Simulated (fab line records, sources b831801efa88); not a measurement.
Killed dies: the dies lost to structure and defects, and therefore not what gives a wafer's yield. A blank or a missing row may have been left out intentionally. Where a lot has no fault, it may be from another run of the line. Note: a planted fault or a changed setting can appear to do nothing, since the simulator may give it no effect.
Which of the tools did it?    flow sky130    42 wafers from 14 lots sampled at 7 of the route's 708 steps

== WHAT THE GAUGES READ, wafer by wafer ==
SKY_FIELD_ISO_THK_MEAS_02. Usual: for FIELD_ISO_OXIDATION_00_THK the level is 11.91 nm and the standard deviation is 0.24.
lot   measured     on            FIELD_ISO_OXIDATION_00_THK (nm)  flag
L679  day 1 13:50  filmMetro-04  12.09 12.14 12.22                
L684  day 2 12:55  filmMetro-03  11.99 11.96 12.00                
L685  day 2 18:30  filmMetro-04  11.79 11.64 11.83                
L686  day 3 01:22  filmMetro-03  11.95 11.48 11.43                
L689  day 3 13:38  filmMetro-04  12.21 12.11 12.12                
L690  day 3 21:16  filmMetro-04  11.88 12.05 11.89                
L692  day 4 05:53  filmMetro-01  12.58 12.31 12.35                
L693  day 4 10:08  filmMetro-04  11.71 11.76 11.92                
L694  day 4 14:38  filmMetro-01  11.62 11.62 11.81                
L696  day 5 01:22  filmMetro-03  12.15 12.19 12.11                
L699  day 5 15:45  filmMetro-01  11.49 11.54 11.47                
L700  day 5 21:55  filmMetro-04  12.10 12.04 12.16                
L701  day 6 02:08  filmMetro-04  11.97 11.98 11.88                
L702  day 6 06:38  filmMetro-03  11.69 11.62 11.44                

SKY_VT_ADJUST_HVTP_CD_MEAS_07: the cd target is 380 nm. Usual: cdNm 380.3 nm, standard deviation 2.5.
lot   measured      on        cdNm (nm)          flag
L679  day 6 04:43   cdSem-02  378.6 378.5 379.4  
L684  day 7 11:07   cdSem-02  379.0 382.3 380.2  
L685  day 7 18:21   cdSem-02  - - -              OFF
L686  day 8 03:17   cdSem-01  379.3 375.7 379.0  
L689  day 8 16:58   cdSem-01  380.1 375.4 375.8  
L690  day 9 05:36   cdSem-01  - - -              OFF
L692  day 9 15:14   cdSem-01  380.8 378.8 380.8  
L693  day 9 20:38   cdSem-01  379.3 379.4 379.5  
L694  day 10 01:26  cdSem-02  378.5 380.5 380.4  
L696  day 10 13:57  cdSem-02  384.9 385.4 385.4  
L699  day 11 12:20  cdSem-01  384.8 384.8 383.2  
L700  day 11 17:03  cdSem-02  379.9 378.9 379.7  
L701  day 11 23:38  cdSem-02  382.3 382.2 382.4  
L702  day 12 01:49  cdSem-01  378.0 376.6 376.5  

SKY_VT_ADJUST_HVTP_OVL_MEAS_08. Usual: for VT_ADJUST_HVTP_OVL the level is 1.2 nm and the standard deviation is 1.4.
lot   measured      on          VT_ADJUST_HVTP_OVL (nm)  flag
L679  day 6 04:50   overlay-01  0.3 -0.3 2.4             
L684  day 7 11:14   overlay-01  3.4 0.3 1.3              
L685  day 7 18:28   overlay-02  - - -                    OFF
L686  day 8 03:24   overlay-02  1.3 -0.9 1.6             
L689  day 8 17:05   overlay-02  3.3 1.0 4.4              
L690  day 9 05:43   overlay-02  - - -                    OFF
L692  day 9 15:19   overlay-01  3.7 4.0 2.6              
L693  day 9 20:45   overlay-02  -0.1 1.3 -0.1            
L694  day 10 01:32  overlay-02  1.5 1.0 2.0              
L696  day 10 14:04  overlay-02  2.1 1.0 1.1              
L699  day 11 12:26  overlay-01  0.2 0.8 1.3              
L700  day 11 17:10  overlay-02  0.8 1.6 -1.7             
L701  day 11 23:44  overlay-02  1.9 2.9 4.5              
L702  day 12 01:56  overlay-01  1.5 1.5 1.3              

SKY_VT_ADJUST_HVTP_TW_MEAS_11. Usual: for VT_ADJUST_HVTP_TW the level is 1359 and the standard deviation is 9.9.
lot   measured      on            VT_ADJUST_HVTP_TW  flag
L679  day 6 05:07   filmMetro-02  1350 1359 1355     
L684  day 7 11:31   filmMetro-03  1357 1348 1352     
L685  day 7 18:46   filmMetro-03  30 30 30           OFF
L686  day 8 03:41   filmMetro-02  1346 1355 1349     
L689  day 8 17:22   filmMetro-02  1353 1350 1351     
L690  day 9 06:01   filmMetro-03  30 30 30           OFF
L692  day 9 15:37   filmMetro-02  1364 1362 1365     
L693  day 9 21:02   filmMetro-02  1364 1365 1364     
L694  day 10 01:50  filmMetro-02  1348 1347 1351     
L696  day 10 14:21  filmMetro-02  1352 1356 1353     
L699  day 11 12:44  filmMetro-02  1351 1354 1356     
L700  day 11 17:27  filmMetro-02  1354 1359 1352     
L701  day 12 00:02  filmMetro-01  1380 1380 1372     
L702  day 12 02:13  filmMetro-03  1354 1358 1362     

SKY_VT_ADJUST_LVTN_OVL_MEAS_07. Usual: for VT_ADJUST_LVTN_OVL the level is -0.9 nm and the standard deviation is 1.7.
lot   measured      on          VT_ADJUST_LVTN_OVL (nm)  flag
L679  day 7 00:49   overlay-02  -0.3 -0.6 0.6            
L684  day 8 07:22   overlay-02  -2.1 -0.5 -2.6           
L685  day 8 15:37   overlay-02  1.2 0.6 1.8              
L686  day 9 01:04   overlay-02  0.8 -1.6 -2.3            
L689  day 9 15:46   overlay-02  -4.2 -3.3 -3.4           
L690  day 10 04:25  overlay-01  -0.6 0.2 0.1             
L692  day 10 13:32  overlay-01  -0.3 0.2 2.0             
L693  day 10 18:55  overlay-02  -0.8 -2.3 -1.6           
L694  day 10 23:46  overlay-01  2.0 -0.3 3.2             
L696  day 11 13:37  overlay-01  -1.1 -0.9 0.1            
L699  day 12 13:16  overlay-02  0.3 -1.9 -3.4            
L700  day 12 17:59  overlay-02  -2.9 -3.1 -2.6           
L701  day 13 00:56  overlay-01  3.5 1.8 1.6              
L702  day 13 03:14  overlay-01  -1.3 1.3 -2.7            

== EACH LOT AND THE TOOL THAT RAN IT (in order: tool; ch and the chambers of the sampled wafers; start) ==
lot   SKY_FIELD_ISO_STRIP_16              SKY_VT_ADJUST_HVTP_DEVELOP_06
L679  plasmaAsher-01 ch 0,1, day 2 05:52  lithoTrack-01 ch 0, day 6 04:35
L684  plasmaAsher-02 ch 0,1, day 3 08:37  lithoTrack-02 ch 0, day 7 10:58
L685  plasmaAsher-02 ch 0,1, day 3 12:33  lithoTrack-01 ch 0, day 7 18:12
L686  plasmaAsher-02 ch 0,1, day 3 21:55  lithoTrack-04 ch 0, day 8 03:08
L689  plasmaAsher-02 ch 0,1, day 4 08:17  lithoTrack-02 ch 0, day 8 16:49
L690  plasmaAsher-02 ch 0, day 4 17:10    lithoTrack-01 ch 0, day 9 05:27
L692  plasmaAsher-01 ch 0,1, day 5 01:59  lithoTrack-02 ch 0, day 9 14:59
L693  plasmaAsher-01 ch 0,1, day 5 05:40  lithoTrack-04 ch 0, day 9 20:29
L694  plasmaAsher-02 ch 0,1, day 5 10:49  lithoTrack-02 ch 0, day 10 01:17
L696  plasmaAsher-03 ch 0,1, day 5 20:57  lithoTrack-04 ch 0, day 10 13:49
L699  plasmaAsher-03 ch 0,1, day 6 15:15  lithoTrack-01 ch 0, day 11 12:12
L700  plasmaAsher-03 ch 0,1, day 6 19:57  lithoTrack-04 ch 0, day 11 16:55
L701  plasmaAsher-03 ch 0,1, day 7 00:41  lithoTrack-02 ch 0, day 11 23:29
L702  plasmaAsher-01 ch 0,1, day 7 03:55  lithoTrack-02 ch 0, day 12 01:40
- SKY_FIELD_ISO_STRIP_16: strips in O2/N2.
- SKY_VT_ADJUST_HVTP_DEVELOP_06: develop time 60 s.

== WHAT THE TOOLS THEMSELVES READ (means of the sampled wafers that have a number; where no wafer has one, the mark that the record gives instead) ==
SKY_FIELD_ISO_STRIP_16. Usual: drypumpMotorCurrentA 5.5 A, standard deviation 0.39; oesProductAu 0.379 a.u., standard deviation 0.0054; stripTimeToEndpointS 3.566 s, standard deviation 0.025.
lot   tool            drypumpMotorCurrentA (A)  oesProductAu (a.u.)  stripTimeToEndpointS (s)  flag
L679  plasmaAsher-01  5.7                       0.382                3.564                     
L684  plasmaAsher-02  5.4                       0.381                3.540                     
L685  plasmaAsher-02  5.4                       0.377                3.588                     
L686  plasmaAsher-02  5.6                       0.377                3.577                     
L689  plasmaAsher-02  5.4                       0.377                3.591                     
L690  plasmaAsher-02  5.3                       0.378                3.579                     
L692  plasmaAsher-01  5.4                       0.379                3.536                     
L693  plasmaAsher-01  5.7                       0.381                3.573                     
L694  plasmaAsher-02  5.4                       0.379                3.546                     
L696  plasmaAsher-03  5.6                       0.373                3.556                     
L699  plasmaAsher-03  5.7                       0.379                3.587                     
L700  plasmaAsher-03  5.7                       0.382                3.569                     
L701  plasmaAsher-03  5.6                       0.374                3.586                     
L702  plasmaAsher-01  5.4                       0.379                3.607                     

SKY_VT_ADJUST_HVTP_DEVELOP_06. Usual: developerTempC 23.00 C, standard deviation 0.1.
lot   tool           developerTempC (C)  flag
L679  lithoTrack-01  22.98               
L684  lithoTrack-02  23.05               
L685  lithoTrack-01  22.93               
L686  lithoTrack-04  23.11               
L689  lithoTrack-02  22.94               
L690  lithoTrack-01  23.14               
L692  lithoTrack-02  23.08               
L693  lithoTrack-04  23.03               
L694  lithoTrack-02  22.97               
L696  lithoTrack-04  23.16               
L699  lithoTrack-01  23.05               
L700  lithoTrack-04  23.01               
L701  lithoTrack-02  22.98               
L702  lithoTrack-02  22.98               

== THE ANSWER, worked out from the rows above alone ==
Rule: a lot counts as off when the mean over its wafers that have a number is more than 3 standard deviations away from the usual mean. A lot without any number at a reading at which 4 lots or more have one is off too. Where the step has rows for the other lots, those lots are counted as sound. The gauges are gone through in route order, then the tools' own readings, and for those a lot's mean is taken as printed above. The first step at which some lot is off is used, and at that step the reading that is off furthest; a lot without a number counts as furthest.
Off: L685, L690 (SKY_VT_ADJUST_HVTP_CD_MEAS_07, cdNm). Without a number there: L685, L690.
A tool fits if, at a process step before that reading, it ran every lot that is off, and no sound lot after the first of them. The gauges at SKY_VT_ADJUST_HVTP_CD_MEAS_07 aren't tried: what is off there is off at SKY_VT_ADJUST_HVTP_OVL_MEAS_08 too, on other tools, and a gauge's error can't cause that. None of those tried fits.

== WHAT THE SIMULATOR HAD INSERTED ==
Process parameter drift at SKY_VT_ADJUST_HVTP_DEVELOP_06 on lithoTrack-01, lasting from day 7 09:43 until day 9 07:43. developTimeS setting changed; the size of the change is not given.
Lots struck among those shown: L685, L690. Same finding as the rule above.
